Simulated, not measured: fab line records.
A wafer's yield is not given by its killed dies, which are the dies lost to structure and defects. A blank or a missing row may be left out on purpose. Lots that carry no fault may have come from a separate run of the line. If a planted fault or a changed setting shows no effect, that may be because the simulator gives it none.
Which tool is to blame?    flow gf180mcu    72 wafers from 24 lots sampled at 4 of the route's 602 steps

== WHAT THE GAUGES SHOWED, per wafer ==
GF_V4_OVL_MEAS_15. Usual: V4_OVL 1 nm, standard deviation 5.3.
lot   measured      on          V4_OVL (nm)  flag
L074  day 24 08:26  overlay-02  6 12 9       
L075  day 24 16:23  overlay-02  -6 1 -5      
L076  day 24 22:41  overlay-02  5 -2 -2      
L077  day 25 11:26  overlay-02  4 6 4        
L078  day 25 16:38  overlay-01  -2 1 -4      
L079  day 26 04:29  overlay-01  2 -5 -4      
L080  day 26 15:23  overlay-02  -4 3 -4      
L081  day 26 22:26  overlay-01  0 1 -4       
L082  day 27 01:38  overlay-02  5 4 -1       
L083  day 27 13:14  overlay-01  5 5 2        
L084  day 27 18:29  overlay-02  4 1 1        
L085  day 27 19:43  overlay-01  -3 6 -2      
L086  day 28 08:05  overlay-02  -1 -4 -7     
L087  day 28 15:08  overlay-01  3 7 5        
L088  day 29 06:44  overlay-01  -3 1 4       
L089  day 29 08:32  overlay-01  13 9 5       
L090  day 29 09:38  overlay-01  4 0 2        
L091  day 30 02:47  overlay-02  -6 1 -10     
L092  day 30 09:11  overlay-01  -8 -6 -10    
L093  day 30 20:05  overlay-02  -3 0 -5      
L094  day 30 21:32  overlay-01  4 -5 4       
L095  day 31 01:03  overlay-01  -3 2 2       
L096  day 31 10:31  overlay-02  -4 -5 -8     
L097  day 31 12:38  overlay-02  6 2 5        

== TOOL THAT RAN EACH LOT (tool first, then ch and the chambers of the sampled wafers, then the start) ==
lot   GF_CONTACT_SPUTTER_22        GF_V3_SPUTTER_21             GF_M4_SPUTTER_03
L074  pvdSputter-04, day 16 04:09  pvdSputter-01, day 22 09:20  pvdSputter-03, day 22 10:11
L075  pvdSputter-03, day 16 09:11  pvdSputter-02, day 22 16:20  pvdSputter-04, day 22 17:11
L076  pvdSputter-01, day 16 14:26  pvdSputter-04, day 22 23:05  pvdSputter-02, day 22 23:56
L077  pvdSputter-04, day 17 05:11  pvdSputter-01, day 23 13:44  pvdSputter-02, day 23 14:35
L078  pvdSputter-04, day 17 10:32  pvdSputter-01, day 23 17:44  pvdSputter-04, day 23 18:35
L079  pvdSputter-04, day 17 20:20  pvdSputter-02, day 24 07:11  pvdSputter-03, day 24 08:02
L080  pvdSputter-03, day 18 10:53  pvdSputter-02, day 24 18:13  pvdSputter-02, day 24 19:04
L081  pvdSputter-01, day 18 16:11  pvdSputter-02, day 25 01:26  pvdSputter-03, day 25 02:17
L082  pvdSputter-04, day 19 01:26  pvdSputter-01, day 25 06:07  pvdSputter-04, day 25 06:58
L083  pvdSputter-01, day 19 14:08  pvdSputter-01, day 25 17:41  pvdSputter-04, day 25 18:32
L084  pvdSputter-04, day 19 20:41  pvdSputter-04, day 25 22:38  pvdSputter-02, day 25 23:30
L085  pvdSputter-03, day 19 21:38  pvdSputter-04, day 26 00:32  pvdSputter-02, day 26 01:24
L086  pvdSputter-03, day 20 12:39  pvdSputter-04, day 26 14:50  pvdSputter-02, day 26 15:41
L087  pvdSputter-01, day 20 21:20  pvdSputter-04, day 26 21:32  pvdSputter-03, day 26 22:25
L088  pvdSputter-01, day 21 15:31  pvdSputter-02, day 27 13:29  pvdSputter-04, day 27 14:32
L089  pvdSputter-04, day 21 18:44  pvdSputter-01, day 27 15:29  pvdSputter-03, day 27 16:20
L090  pvdSputter-01, day 21 21:27  pvdSputter-02, day 27 15:43  pvdSputter-04, day 27 16:34
L091  pvdSputter-01, day 22 17:08  pvdSputter-02, day 28 10:29  pvdSputter-03, day 28 11:22
L092  pvdSputter-04, day 23 00:50  pvdSputter-02, day 28 16:29  pvdSputter-04, day 28 17:20
L093  pvdSputter-04, day 23 15:07  pvdSputter-02, day 29 04:47  pvdSputter-03, day 29 05:39
L094  pvdSputter-01, day 23 16:22  pvdSputter-01, day 29 06:05  pvdSputter-03, day 29 06:57
L095  pvdSputter-01, day 23 21:20  pvdSputter-02, day 29 10:25  pvdSputter-02, day 29 11:16
L096  pvdSputter-01, day 24 08:34  pvdSputter-02, day 29 20:11  pvdSputter-03, day 29 21:02
L097  pvdSputter-04, day 24 12:20  pvdSputter-01, day 29 22:00  pvdSputter-04, day 29 22:52
- GF_CONTACT_SPUTTER_22: material Ti, target thk 15 nm, time 80.02 s.
- GF_V3_SPUTTER_21: material Ti, target thk 15 nm, time 80.02 s.
- GF_M4_SPUTTER_03: material Ti, target thk 10 nm, time 6.7 s.

== WHAT THE TOOLS THEMSELVES READ (means of the sampled wafers that have a number; where no wafer has one, the mark that the record gives instead) ==
GF_CONTACT_SPUTTER_22. Usual: throttleValvePct reads 30.0 % (standard deviation 1).
lot   tool           throttleValvePct (%)  flag
L074  pvdSputter-04  30.0                  
L075  pvdSputter-03  30.0                  
L076  pvdSputter-01  29.1                  
L077  pvdSputter-04  30.3                  
L078  pvdSputter-04  30.2                  
L079  pvdSputter-04  30.3                  
L080  pvdSputter-03  31.4                  
L081  pvdSputter-01  30.0                  
L082  pvdSputter-04  29.9                  
L083  pvdSputter-01  29.5                  
L084  pvdSputter-04  30.2                  
L085  pvdSputter-03  27.7                  
L086  pvdSputter-03  31.0                  
L087  pvdSputter-01  29.9                  
L088  pvdSputter-01  30.5                  
L089  pvdSputter-04  30.1                  
L090  pvdSputter-01  30.9                  
L091  pvdSputter-01  30.4                  
L092  pvdSputter-04  30.0                  
L093  pvdSputter-04  30.2                  
L094  pvdSputter-01  29.9                  
L095  pvdSputter-01  29.7                  
L096  pvdSputter-01  29.9                  
L097  pvdSputter-04  29.7                  

GF_V3_SPUTTER_21. Usual: throttleValvePct reads 30.3 % (standard deviation 0.79).
lot   tool           throttleValvePct (%)  flag
L074  pvdSputter-01  30.1                  
L075  pvdSputter-02  30.5                  
L076  pvdSputter-04  30.4                  
L077  pvdSputter-01  29.8                  
L078  pvdSputter-01  29.8                  
L079  pvdSputter-02  30.7                  
L080  pvdSputter-02  30.5                  
L081  pvdSputter-02  30.8                  
L082  pvdSputter-01  30.6                  
L083  pvdSputter-01  30.3                  
L084  pvdSputter-04  29.8                  
L085  pvdSputter-04  30.3                  
L086  pvdSputter-04  30.1                  
L087  pvdSputter-04  30.1                  
L088  pvdSputter-02  30.7                  
L089  pvdSputter-01  29.9                  
L090  pvdSputter-02  30.4                  
L091  pvdSputter-02  30.1                  
L092  pvdSputter-02  30.9                  
L093  pvdSputter-02  30.3                  
L094  pvdSputter-01  29.6                  
L095  pvdSputter-02  30.9                  
L096  pvdSputter-02  30.6                  
L097  pvdSputter-01  29.6                  

GF_M4_SPUTTER_03. Usual: throttleValvePct reads 30.0 % (standard deviation 1.2).
lot   tool           throttleValvePct (%)  flag
L074  pvdSputter-03  29.2                  
L075  pvdSputter-04  30.3                  
L076  pvdSputter-02  30.3                  
L077  pvdSputter-02  30.2                  
L078  pvdSputter-04  30.0                  
L079  pvdSputter-03  30.2                  
L080  pvdSputter-02  30.5                  
L081  pvdSputter-03  29.8                  
L082  pvdSputter-04  29.8                  
L083  pvdSputter-04  30.1                  
L084  pvdSputter-02  30.5                  
L085  pvdSputter-02  30.6                  
L086  pvdSputter-02  30.6                  
L087  pvdSputter-03  30.4                  
L088  pvdSputter-04  30.0                  
L089  pvdSputter-03  30.1                  
L090  pvdSputter-04  30.0                  
L091  pvdSputter-03  29.7                  
L092  pvdSputter-04  30.1                  
L093  pvdSputter-03  31.2                  
L094  pvdSputter-03  30.1                  
L095  pvdSputter-02  30.8                  
L096  pvdSputter-03  29.9                  
L097  pvdSputter-04  30.3                  

== THE ANSWER, worked out from the rows above alone ==
Rule: take the mean of a lot's wafers that have a number; if it is more than 3 standard deviations from the usual mean, the lot is off. Also off: a lot with no number at a reading for which 4 or more lots have one. Where the step has rows for the other lots, those lots are counted as sound. Order of review: gauges by route order, followed by the tools' own readings, for which a lot's mean as printed above is used. At the first step where some lot is off, the reading lying furthest off is the one used; lots without a number count as furthest.
No lot is off at any reading shown: from this, nothing can be told.

== WHAT THE SIMULATOR HAD PUT IN ==
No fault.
